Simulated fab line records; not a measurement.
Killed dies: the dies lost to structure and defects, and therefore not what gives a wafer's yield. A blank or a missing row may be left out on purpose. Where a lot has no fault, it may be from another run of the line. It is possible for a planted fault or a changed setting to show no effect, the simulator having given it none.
fab line records    flow sky130
[record] lots = 12  wafers = 36  lastDay = 49
route steps=708 shown SD_P@324 LOCAL_INTERCONNECT@402 METAL1@440
lots that met no fault: from a run of the same line without faults
startH: hours from the record's first day to the start of the lot's first wafer shown    waitH: hours elapsed since this lot's preceding step    " unchanged from the row above    L1.1+2: a row that stands for several wafers    - no value, or no start given    * or withheld: withheld    < > ~ a bound
route shown NAME@n: names a module that has steps shown in the file, with the first one's number in the route    usual: mean/standard deviation taken from wafers without a fault    same: alike in all rows    chamber/n: place in a boat    sites: per-site readings    _std_site: the standard deviation of these    _edge_site: outer sites' mean less inner sites'    radiusMm: for every site, how far away it sits from the centre of the wafer    mask NAME#n: copy n    behind: the tool/chamber that last shaped the wafer    hold: why the lot was held/for how many hours/how that ended    device: the transistor (n, p or np) that didn't switch    end of line: the route-end tests of the same wafers    where a step has no rows: the recipe by itself    killed: dies that structure and defects cost at the first sort, which is not the same as the wafer's yield    map: dies across one wafer; x = killed, . = not, _ = none there
set.NAME: the run value of the setting; set.NAME@STEP: its run value at that earlier step    model.NAME: the simulator's own value behind a step, which no gauge read
one table for each step of the route and one row for each wafer, over a sample of lots
services: from which hour (startH, from the record's first day; less than 0 if before it) a tool's chamber was out of use, for how many hours, and why
[[steps]]
[step SKY_SD_P_EXPOSE_04]
[recipe] maskId = PSDM  na = 0.6  sourceShape = conventional  sigmaOuter = 0.6  polarization = unpolarized  targetCdNm = 380  doseMj = 138
lot.wafer   tool             chamber  startH  waitH  mask
L388.3+4+6  ilineStepper-02  0        599.77  -      PSDM#0
L389.1+3+4  ilineStepper-01  0        600.74  -      PSDM#0
L391.4+5+6  ilineStepper-02  0        601.15  -      PSDM#0
L390.4+5+6  ilineStepper-02  0        603.28  -      PSDM#0
L395.1+2+4  ilineStepper-01  0        654.19  -      PSDM#0
L399.1+2+3  ilineStepper-02  0        666.59  -      PSDM#0
L400.3+5+6  ilineStepper-02  0        667.91  -      PSDM#0
L401.2+4+6  ilineStepper-01  0        679.89  -      PSDM#0
L402.2+3+5  ilineStepper-01  0        693.72  -      PSDM#0
L405.1+4+5  ilineStepper-01  0        716.54  -      PSDM#0
L406.1+2+5  ilineStepper-01  0        720.69  -      PSDM#0
L407.1+2+6  ilineStepper-01  0        737.22  -      PSDM#0
[step SKY_SD_P_OVL_MEAS_08]
[usual] SD_P_OVL = -0.6/1.5
lot.wafer  tool        chamber  startH  waitH  SD_P_OVL[nm]
L388.3     overlay-01  -        613.35  0.1    2.0
L388.4     "           -        "       "      0.8
L388.6     "           -        "       "      0.9
L389.1     overlay-01  -        614.59  0.1    -0.6
L389.3     "           -        "       "      -0.4
L389.4     "           -        "       "      -0.4
L391.4     overlay-01  -        614.91  0.1    -1.5
L391.5     "           -        "       "      -3.3
L391.6     "           -        "       "      -3.5
L390.4     overlay-01  -        616.81  0.1    -0.4
L390.5     "           -        "       "      -1.9
L390.6     "           -        "       "      -1.8
L395.1     overlay-02  -        668.77  0.1    0.3
L395.2     "           -        "       "      0.9
L395.4     "           -        "       "      2.4
L399.1     overlay-01  -        680.62  0.1    69.6
L399.2     "           -        "       "      70.9
L399.3     "           -        "       "      69.5
L400.3     overlay-01  -        682.35  0.1    69.5
L400.5     "           -        "       "      71.6
L400.6     "           -        "       "      70.2
L401.2     overlay-01  -        694.24  0.1    -3.1
L401.4     "           -        "       "      -1.6
L401.6     "           -        "       "      -2.1
L402.2     overlay-01  -        707.39  0.1    0.4
L402.3     "           -        "       "      -2.0
L402.5     "           -        "       "      -1.2
L405.1     overlay-01  -        729.79  0.1    1.0
L405.4     "           -        "       "      1.5
L405.5     "           -        "       "      -0.7
L406.1     overlay-01  -        734.34  0.1    0.5
L406.2     "           -        "       "      -0.4
L406.5     "           -        "       "      -0.6
L407.1     overlay-02  -        751.17  0.1    1.3
L407.2     "           -        "       "      -0.7
L407.6     "           -        "       "      0.8
[step SKY_LOCAL_INTERCONNECT_STRIP_15]
[recipe] chemistry = O2/N2  powerW = 1400  pressureMtorr = 1475  platenTempC = withheld  o2FlowSccm = 3000  n2FlowSccm = 300  overashFraction = 0.5
[usual] drypumpMotorCurrentA = 5.96/0.3  oesProductAu = 0.426/0.0045  stripTimeToEndpointS = 4.739/0.025
lot.wafer  tool            chamber  startH  waitH  drypumpMotorCurrentA  oesProductAu  rfHoursCounterH  stripTimeToEndpointS
L388.3     plasmaAsher-04  0        730.32  0.1    5.59                  0.435         -                4.768
L388.4     "               1        "       "      6.23                  0.430         -                4.750
L388.6     "               0        "       "      5.59                  0.427         -                4.750
L389.1     plasmaAsher-01  1        732.64  0.0    6.30                  0.421         59               4.748
L389.3     "               0        "       "      5.96                  0.420         -                4.726
L389.4     "               1        "       "      6.26                  0.435         -                4.763
L391.4     plasmaAsher-04  0        733.81  0.1    5.57                  0.423         -                4.714
L391.5     "               0        "       "      5.59                  0.432         -                4.748
L391.6     "               1        "       "      6.18                  0.424         -                4.720
L390.4     plasmaAsher-01  0        734.16  0.1    5.98                  0.423         -                4.749
L390.5     "               0        "       "      6.00                  0.422         -                4.738
L390.6     "               1        "       "      6.30                  0.428         -                4.759
L395.1     plasmaAsher-03  0        783.14  0.0    5.64                  0.424         93               4.757
L395.2     "               1        "       "      5.42                  0.420         93               4.740
L395.4     "               0        "       "      5.67                  0.423         -                4.737
L399.1     plasmaAsher-03  0        793.44  0.0    5.67                  0.430         95               4.708
L399.2     "               1        "       "      5.42                  0.423         95               4.734
L399.3     "               0        "       "      5.66                  0.422         -                4.746
L400.3     plasmaAsher-01  1        794.42  0.1    6.29                  0.430         -                4.709
L400.5     "               1        "       "      6.29                  0.426         -                4.714
L400.6     "               0        "       "      5.97                  0.430         -                4.712
L401.2     plasmaAsher-04  0        806.16  0.1    5.57                  0.424         38               4.755
L401.4     "               0        "       "      5.58                  0.431         -                4.768
L401.6     "               0        "       "      5.57                  0.423         -                4.769
L402.2     plasmaAsher-01  1        819.99  0.0    6.29                  0.420         68               4.733
L402.3     "               1        "       "      6.29                  0.431         -                4.739
L402.5     "               0        "       "      5.96                  0.419         -                4.759
L405.1     plasmaAsher-04  0        841.54  0.0    5.57                  0.424         42               4.713
L405.4     "               1        "       "      6.20                  0.430         -                4.741
L405.5     "               0        "       "      5.57                  0.427         -                4.761
L406.1     plasmaAsher-01  1        845.49  0.0    6.29                  0.429         71               4.724
L406.2     "               0        "       "      5.96                  0.425         71               4.769
L406.5     "               1        "       "      6.29                  0.425         -                4.731
L407.1     plasmaAsher-01  1        860.94  0.0    6.29                  0.428         73               4.805
L407.2     "               0        "       "      5.92                  0.423         73               4.753
L407.6     "               1        "       "      6.30                  0.420         -                4.797
[step SKY_METAL1_THK_MEAS_06]
[recipe] thkMeasGauge = xrf  reads = AlCu_of_METAL1_SPUTTER_02
[usual] METAL1_ALCU_THK = 248/3.3
lot.wafer  tool          chamber  startH  waitH  METAL1_ALCU_THK[nm]
L388.3     filmMetro-01  -        760.39  0.1    250
L388.4     "             -        "       "      243
L388.6     "             -        "       "      250
L389.1     filmMetro-01  -        762.07  0.1    248
L389.3     "             -        "       "      253
L389.4     "             -        "       "      251
L391.4     filmMetro-01  -        764.19  0.1    250
L391.5     "             -        "       "      251
L391.6     "             -        "       "      246
L390.4     filmMetro-03  -        764.33  0.1    252
L390.5     "             -        "       "      247
L390.6     "             -        "       "      249
L395.1     filmMetro-03  -        812.86  0.1    254
L395.2     "             -        "       "      248
L395.4     "             -        "       "      248
L399.1     filmMetro-04  -        823.76  0.1    247
L399.2     "             -        "       "      252
L399.3     "             -        "       "      246
L400.3     filmMetro-04  -        825.28  0.1    249
L400.5     "             -        "       "      247
L400.6     "             -        "       "      247
L401.2     filmMetro-01  -        835.81  0.1    244
L401.4     "             -        "       "      250
L401.6     "             -        "       "      243
L402.2     filmMetro-03  -        848.61  0.1    254
L402.3     "             -        "       "      249
L402.5     "             -        "       "      251
L405.1     filmMetro-04  -        869.96  0.1    250
L405.4     "             -        "       "      254
L405.5     "             -        "       "      251
L406.1     filmMetro-03  -        873.57  0.1    251
L406.2     "             -        "       "      246
L406.5     "             -        "       "      248
L407.1     filmMetro-04  -        890.13  0.1    252
L407.2     "             -        "       "      247
L407.6     "             -        "       "      246
[step SKY_METAL1_METAL_ETCH_19]
[recipe] targetDepthA = 3600  stopOn = SiO2  overEtchFrac = 0.3  timeS = 78  chemistry = Cl2/BCl3  resistSidewallDeg = 88  pressureMtorr = 10  icpW = 900  biasW = 48.5  Cl2_flow_sccm = 60  bcl3FlowSccm = 30
[usual] drypumpMotorCurrentA = 5.7/0.38  oesProductAu = 0.855/0.0059  throttleValvePct = 22.263/0.0091
[same] overEtchFrac = 0.3
lot.wafer  tool         chamber  startH  waitH  drypumpMotorCurrentA  oesProductAu  rfHoursCounterH  throttleValvePct
L388.3     rieMetal-02  1        787.14  0.1    5.7                   0.865         -                22.271
L388.4     "            0        "       "      6.4                   0.845         -                22.263
L388.6     "            0        "       "      6.4                   0.859         -                22.272
L389.1     rieMetal-02  1        789.47  0.0    5.7                   0.850         9                22.260
L389.3     "            1        "       "      5.8                   0.862         -                22.252
L389.4     "            0        "       "      6.4                   0.858         -                22.242
L391.4     rieMetal-01  0        791.29  0.1    5.3                   0.859         -                22.253
L391.5     "            0        "       "      5.3                   0.858         -                22.265
L391.6     "            1        "       "      5.3                   0.852         -                22.271
L390.4     rieMetal-04  1        791.81  0.1    6.0                   0.859         -                22.276
L390.5     "            1        "       "      6.1                   0.865         -                22.267
L390.6     "            1        "       "      6.0                   0.857         -                22.273
L395.1     rieMetal-01  1        839.91  0.0    5.3                   0.861         8                22.254
L395.2     "            0        "       "      5.3                   0.854         12               22.242
L395.4     "            0        "       "      5.2                   0.844         -                22.248
L399.1     rieMetal-01  1        850.54  0.0    5.3                   0.854         9                22.265
L399.2     "            0        "       "      5.3                   0.853         13               22.258
L399.3     "            1        "       "      5.3                   0.849         -                22.267
L400.3     rieMetal-02  1        852.06  0.1    5.8                   0.842         -                22.265
L400.5     "            1        "       "      5.7                   0.855         -                22.265
L400.6     "            1        "       "      5.7                   0.855         -                22.267
L401.2     rieMetal-02  1        862.64  0.1    5.8                   0.861         -                22.261
L401.4     "            1        "       "      5.8                   0.850         -                22.267
L401.6     "            1        "       "      5.8                   0.855         -                22.249
L402.2     rieMetal-01  1        874.12  0.0    5.3                   0.866         9                22.270
L402.3     "            0        "       "      5.3                   0.852         -                22.271
L402.5     "            0        "       "      5.2                   0.856         -                22.257
L405.1     rieMetal-04  1        895.42  0.0    6.0                   0.864         12               22.254
L405.4     "            0        "       "      5.8                   0.868         -                22.271
L405.5     "            1        "       "      6.0                   0.863         -                22.255
L406.1     rieMetal-02  0        899.42  0.0    6.4                   0.847         1                22.265
L406.2     "            1        "       "      5.7                   0.861         14               22.269
L406.5     "            1        "       "      5.7                   0.853         -                22.269
L407.1     rieMetal-01  0        915.67  0.0    5.2                   0.849         16               22.266
L407.2     "            1        "       "      5.3                   0.852         12               22.265
L407.6     "            1        "       "      5.3                   0.853         -                22.271
[[services]]
tool             chamber  startH  hours  kind
rieMetal-04      -        611.72  1.4    pm
ilineStepper-01  -        617.93  15.5   repair
ilineStepper-01  -        640.08  1.7    pm
rieMetal-02      -        647.24  2.2    repair
plasmaAsher-03   -        649.23  1.9    repair
rieMetal-01      -        656.91  0.6    repair
plasmaAsher-04   -        684.14  0.4    repair
plasmaAsher-03   -        700.42  1.3    repair
plasmaAsher-03   -        704.45  2.7    repair
rieMetal-02      -        708.05  0.5    repair
ilineStepper-02  -        741.57  1.7    pm
plasmaAsher-04   -        756.55  2.8    pm
plasmaAsher-03   -        757.17  7.1    repair
ilineStepper-02  -        800.82  0.9    repair
rieMetal-01      -        825.78  2.8    pm
rieMetal-02      0        846.84  -      clean
rieMetal-02      0        846.84  22.3   scheduledDown
ilineStepper-01  -        858.31  1.7    pm
ilineStepper-01  -        860.15  2.1    pm
ilineStepper-01  -        862.23  -      consumableReplace:lamp
plasmaAsher-01   -        890.46  2.5    repair
ilineStepper-01  -        899.70  2.2    repair
ilineStepper-02  -        901.83  0.7    repair
plasmaAsher-04   -        910.43  3.7    repair
[[key]]
[firstSign] step = SKY_SD_P_OVL_MEAS_08  reading = SD_P_OVL  direction = up  sigmas = 46  usual = -0.6  struck = 70.2
effect none on later readings
metAt SKY_SD_P_EXPOSE_04
struckLots L399,L400
testerLeftOut L399,L400
notActingAt SKY_LOCAL_INTERCONNECT_STRIP_15,SKY_METAL1_THK_MEAS_06,SKY_METAL1_METAL_ETCH_19
onsetBetween 603.28 666.59
[fault] kind = scannerMatchingOverlay  tool = ilineStepper-02  chamber = -  onsetH = 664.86  steps = SKY_SD_P_EXPOSE_04  offset = 71.744
// testerLeftOut: of these lots the tester's yield and bins aren't shown, on N5 and GAA mostly nor the transistor test; their killed dies are dies lost to structure and defects alone, not to doping, threshold or leakage, so they don't give the yield
